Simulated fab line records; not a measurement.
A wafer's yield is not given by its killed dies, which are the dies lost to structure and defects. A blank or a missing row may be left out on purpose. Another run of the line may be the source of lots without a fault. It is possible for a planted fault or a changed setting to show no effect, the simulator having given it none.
Which tool was responsible? + flow gf180mcu + Sampling: 13 lots, 39 wafers, 5 of 602 route steps

## WHAT EACH GAUGE READ, for each wafer
GF_V1_RS_MEAS_24: a four-point-probe measurement. Usual: V1_W_RS gives 0.328 ohm/sq (standard deviation 0.0038).
| lot  | measured     | on            | V1_W_RS (ohm/sq)  | flag |
|------|--------------|---------------|-------------------|------|
| L267 | day 18 02:44 | film-metro-04 | 0.327 0.325 0.326 |      |
| L268 | day 18 18:59 | film-metro-03 | 0.326 0.323 0.327 |      |
| L271 | day 19 19:16 | film-metro-03 | 0.330 0.328 0.326 |      |
| L273 | day 20 07:39 | film-metro-03 | 0.326 0.324 0.329 |      |
| L275 | day 21 08:22 | film-metro-04 | 0.324 0.323 0.330 |      |
| L281 | day 23 06:43 | film-metro-03 | 0.326 0.324 0.328 |      |
| L282 | day 23 16:28 | film-metro-04 | 0.324 0.330 0.326 |      |
| L283 | day 24 01:22 | film-metro-03 | 0.324 0.333 0.333 |      |
| L284 | day 24 05:49 | film-metro-02 | 0.332 0.330 0.333 |      |
| L285 | day 24 13:32 | film-metro-03 | 0.331 0.337 0.332 |      |
| L286 | day 25 00:25 | film-metro-04 | 0.326 0.327 0.331 |      |
| L288 | day 25 10:13 | film-metro-02 | 0.335 0.333 0.332 |      |
| L289 | day 26 01:28 | film-metro-04 | 0.327 0.324 0.322 |      |

GF_M2_CD_MEAS_14 targets a cd of 280 nm. Usual: cd-nm at 280.0 nm, with a standard deviation of 1.5.
| lot  | measured     | on        | cd-nm (nm)        | flag |
|------|--------------|-----------|-------------------|------|
| L267 | day 19 04:33 | cd-sem-01 | 277.7 278.6 277.6 |      |
| L268 | day 19 19:43 | cd-sem-01 | 279.7 279.2 278.9 |      |
| L271 | day 20 19:47 | cd-sem-02 | 281.9 282.4 282.5 |      |
| L273 | day 21 08:31 | cd-sem-01 | 279.9 280.0 279.3 |      |
| L275 | day 22 08:35 | cd-sem-01 | 277.6 278.7 278.7 |      |
| L281 | day 24 05:32 | cd-sem-02 | 278.4 278.7 278.6 |      |
| L282 | day 24 15:32 | cd-sem-02 | 280.6 280.7 280.5 |      |
| L283 | day 24 23:43 | cd-sem-01 | 279.3 279.6 280.1 |      |
| L284 | day 25 14:01 | cd-sem-02 | 282.0 281.0 281.7 |      |
| L285 | day 25 11:15 | cd-sem-02 | 282.0 280.6 282.0 |      |
| L286 | day 25 21:55 | cd-sem-02 | 279.9 280.5 281.1 |      |
| L288 | day 26 07:17 | cd-sem-02 | 280.4 281.2 280.2 |      |
| L289 | day 26 23:14 | cd-sem-01 | 281.6 281.5 282.2 |      |

GF_V2_THK_MEAS_01. Usual: V2_CVD_00_THK gives 602 nm (standard deviation 8.1).
| lot  | measured     | on            | V2_CVD_00_THK (nm) | flag |
|------|--------------|---------------|--------------------|------|
| L267 | day 19 05:30 | film-metro-01 | 614 616 609        |      |
| L268 | day 19 20:37 | film-metro-01 | 589 589 592        |      |
| L271 | day 20 20:41 | film-metro-03 | 469 471 468        | OFF  |
| L273 | day 21 09:25 | film-metro-03 | 470 478 476        | OFF  |
| L275 | day 22 09:33 | film-metro-03 | 598 593 602        |      |
| L281 | day 24 06:26 | film-metro-01 | 596 599 602        |      |
| L282 | day 24 16:28 | film-metro-03 | 596 597 608        |      |
| L283 | day 25 00:37 | film-metro-04 | 598 600 596        |      |
| L284 | day 25 15:02 | film-metro-04 | 605 609 616        |      |
| L285 | day 25 12:07 | film-metro-01 | 601 595 604        |      |
| L286 | day 25 22:59 | film-metro-03 | 599 618 607        |      |
| L288 | day 26 08:08 | film-metro-03 | 588 591 593        |      |
| L289 | day 27 00:08 | film-metro-03 | 604 610 611        |      |

GF_V2_THK_MEAS_03. Usual: V2_CVD_02_THK gives 851 nm (standard deviation 13).
| lot  | measured     | on            | V2_CVD_02_THK (nm) | flag |
|------|--------------|---------------|--------------------|------|
| L267 | day 19 05:38 | film-metro-01 | 847 855 870        |      |
| L268 | day 19 20:47 | film-metro-01 | 837 847 846        |      |
| L271 | day 20 20:49 | film-metro-01 | 823 840 857        |      |
| L273 | day 21 09:33 | film-metro-03 | 844 851 844        |      |
| L275 | day 22 09:41 | film-metro-03 | 843 829 847        |      |
| L281 | day 24 06:34 | film-metro-04 | 850 848 862        |      |
| L282 | day 24 16:35 | film-metro-01 | 837 859 870        |      |
| L283 | day 25 00:44 | film-metro-04 | 864 828 839        |      |
| L284 | day 25 15:10 | film-metro-04 | 853 836 867        |      |
| L285 | day 25 12:14 | film-metro-03 | 840 852 864        |      |
| L286 | day 25 23:06 | film-metro-03 | 854 841 852        |      |
| L288 | day 26 08:16 | film-metro-01 | 858 855 853        |      |
| L289 | day 27 00:16 | film-metro-03 | 849 845 872        |      |

## EACH LOT AND THE TOOL THAT RAN IT (in order: tool; ch and the chambers of the sampled wafers; start)
| lot  | GF_V2_CVD_00                     |
|------|----------------------------------|
| L267 | hdpcvd-01 ch 0,1,2, day 19 05:26 |
| L268 | hdpcvd-02 ch 1,2, day 19 20:32   |
| L271 | hdpcvd-02 ch 1,2, day 20 20:37   |
| L273 | hdpcvd-02 ch 1,2, day 21 09:20   |
| L275 | hdpcvd-01 ch 0,1,2, day 22 09:29 |
| L281 | hdpcvd-02 ch 0,1,2, day 24 06:22 |
| L282 | hdpcvd-02 ch 1,2, day 24 16:21   |
| L283 | hdpcvd-02 ch 0,2, day 25 00:32   |
| L284 | hdpcvd-01 ch 0,1,2, day 25 14:58 |
| L285 | hdpcvd-02 ch 0,1,2, day 25 12:03 |
| L286 | hdpcvd-01 ch 1,2, day 25 22:54   |
| L288 | hdpcvd-02 ch 0,1,2, day 26 08:05 |
| L289 | hdpcvd-01 ch 0,1,2, day 27 00:04 |
- GF_V2_CVD_00: deposits SiO2, target thk 600 nm, time 100 s.

## AS READ BY THE TOOLS THEMSELVES (means over the sampled wafers that have a number; for cases with no such wafer, the mark the record gives instead)
GF_V2_CVD_00. Usual: sih4-flow-sccm at 59.99 sccm, with a standard deviation of 0.2.
| lot  | tool      | sih4-flow-sccm (sccm) | flag |
|------|-----------|-----------------------|------|
| L267 | hdpcvd-01 | 59.95                 |      |
| L268 | hdpcvd-02 | 60.01                 |      |
| L271 | hdpcvd-02 | 48.26                 | OFF  |
| L273 | hdpcvd-02 | 48.10                 | OFF  |
| L275 | hdpcvd-01 | 59.87                 |      |
| L281 | hdpcvd-02 | 59.81                 |      |
| L282 | hdpcvd-02 | 59.86                 |      |
| L283 | hdpcvd-02 | 59.94                 |      |
| L284 | hdpcvd-01 | 59.94                 |      |
| L285 | hdpcvd-02 | 59.92                 |      |
| L286 | hdpcvd-01 | 60.06                 |      |
| L288 | hdpcvd-02 | 59.95                 |      |
| L289 | hdpcvd-01 | 60.09                 |      |

## THE ANSWER, worked out from the rows above alone
Rule: take the mean of a lot's wafers that have a number; if it is more than 3 standard deviations from the usual mean, the lot is off. A lot without any number at a reading at which 4 lots or more have one is off too. All remaining lots with rows at the step are treated as sound. First the gauges in route order, then the tools' own readings, where a lot's mean is used as printed above. The first step at which some lot is off is used, and at that step the reading that is off furthest; a lot without a number counts as furthest.
Off: at GF_V2_THK_MEAS_01 (V2_CVD_00_THK), L271, L273.
A tool fits if, at a process step before that reading, it ran every lot that is off, and no sound lot after the first of them. The gauges at GF_V2_THK_MEAS_01 aren't tried: what is off there is off at GF_V2_CVD_00 too, on other tools, and a gauge's error can't cause that. No candidate that was tried fits.

## WHAT THE SIMULATOR HAD INSERTED
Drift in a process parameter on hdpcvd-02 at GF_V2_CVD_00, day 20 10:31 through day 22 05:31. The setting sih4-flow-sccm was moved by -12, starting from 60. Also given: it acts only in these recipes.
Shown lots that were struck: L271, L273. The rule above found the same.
